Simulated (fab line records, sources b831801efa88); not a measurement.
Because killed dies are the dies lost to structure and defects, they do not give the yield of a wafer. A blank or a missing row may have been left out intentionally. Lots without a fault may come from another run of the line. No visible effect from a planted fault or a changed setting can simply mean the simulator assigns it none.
Split-lot study | flow sfq_line | 23 wafers read from 5 lots, route of 325 steps

SPLIT DETAILS
At SFQ_TRILAYER_M2_LITHO_COAT_062 (resist thk 62 nm), the setting spin_rpm was moved away from the recipe's 3000 rpm on 5 of the 23 wafers read, by -2.9% to +4.4%. For the rest of the wafers, this setting stayed at what the recipe calls for.

The split's own step is where the reading is taken.

THE READING
BARC_of_TRILAYER_M2_LITHO_COAT_062.thk_nm (the simulator's own value, which no gauge read), in nm, at SFQ_TRILAYER_M2_LITHO_COAT_062 (resist thk 62 nm). No usual value for it is given in the file. Here, 18 wafers ran the recipe; their average is 62.12 nm with a standard deviation of 0.23 nm.

wafer  | tool, chamber at the split | spin_rpm as run, rpm | against the recipe | BARC_of_TRILAYER_M2_LITHO_COAT_062.thk_nm, nm | against lot-mates on the recipe
L079.2 | litho_track-04, 0          | 3000                 | recipe             | 62.08                                         | -
L079.3 | litho_track-04, 0          | 3000                 | recipe             | 62.15                                         | -
L079.4 | litho_track-04, 0          | 3000                 | recipe             | 62.16                                         | -
L079.5 | litho_track-04, 0          | 3000                 | recipe             | 62.17                                         | -
L079.6 | litho_track-04, 0          | 3000                 | recipe             | 62.1                                          | -
L081.3 | litho_track-02, 0          | 3000                 | recipe             | 61.74                                         | -
L081.5 | litho_track-02, 0          | 3000                 | recipe             | 61.61                                         | -
L081.6 | litho_track-02, 0          | 3000                 | recipe             | 61.7                                          | -
L083.1 | litho_track-01, 0          | 3000                 | recipe             | 61.95                                         | -
L083.2 | litho_track-01, 0          | 2913                 | -2.9%              | 62.92                                         | +0.79
L083.4 | litho_track-01, 0          | 2913                 | -2.9%              | 63.06                                         | +0.93
L083.5 | litho_track-01, 0          | 3000                 | recipe             | 62.04                                         | -
L083.6 | litho_track-01, 0          | 3000                 | recipe             | 62.39                                         | -
L084.1 | litho_track-01, 0          | 3000                 | recipe             | 62.34                                         | -
L084.2 | litho_track-01, 0          | 3000                 | recipe             | 62.25                                         | -
L084.3 | litho_track-01, 0          | 3000                 | recipe             | 62.24                                         | -
L084.4 | litho_track-01, 0          | 3000                 | recipe             | 62.23                                         | -
L084.6 | litho_track-01, 0          | 3000                 | recipe             | 62.48                                         | -
L085.1 | litho_track-02, 0          | 3133                 | +4.4%              | 60.65                                         | -1.60
L085.2 | litho_track-02, 0          | 3000                 | recipe             | 62.21                                         | -
L085.3 | litho_track-02, 0          | 3133                 | +4.4%              | 60.86                                         | -1.39
L085.4 | litho_track-02, 0          | 3000                 | recipe             | 62.29                                         | -
L085.5 | litho_track-02, 0          | 3133                 | +4.4%              | 60.67                                         | -1.58

FIT RESULTS
A straight line over all 23 wafers: BARC_of_TRILAYER_M2_LITHO_COAT_062.thk_nm changes by -0.311 nm for each +1% of spin_rpm; r = -0.94; the points scatter about the line by 0.22 nm.
The same after taking each lot's own level away (the mean of its wafers on the recipe; 23 wafers): -0.332 nm for each +1%; r = -0.99; scatter 0.1 nm.
According to that fit, moving spin_rpm by its largest amount changes the reading by 1.5 nm.
The span of the lots' own levels, 61.683 to 62.308 nm, comes to 2.7 times the standard deviation stated above.
The two slopes agree, so the slope changes little with the lot-to-lot level.
Check: with one of the wafers moved furthest among these (+4.4%) left out of the fit, the line predicts -1.44 nm for it against its lot-mates. Against them it came out at -1.6 nm.

OTHER SPLITS ON THESE WAFERS
Before the reading, these wafers also passed through other splits. Each is held against what the fit with the lots' levels taken away leaves over:
other split on the same wafers                   | wafers away from the commonest value | r with BARC_of_TRILAYER_M2_LITHO_COAT_062.thk_nm (lot level and that fit taken away)
SFQ_TRILAYER_I1_VIA_LITHO_COAT_049 resist_thk_nm | 11                                   | -0.25

FILE'S OWN FIT
BARC_of_TRILAYER_M2_LITHO_COAT_062.thk_nm changes by -0.329 nm for each +1% of spin_rpm, r = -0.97.
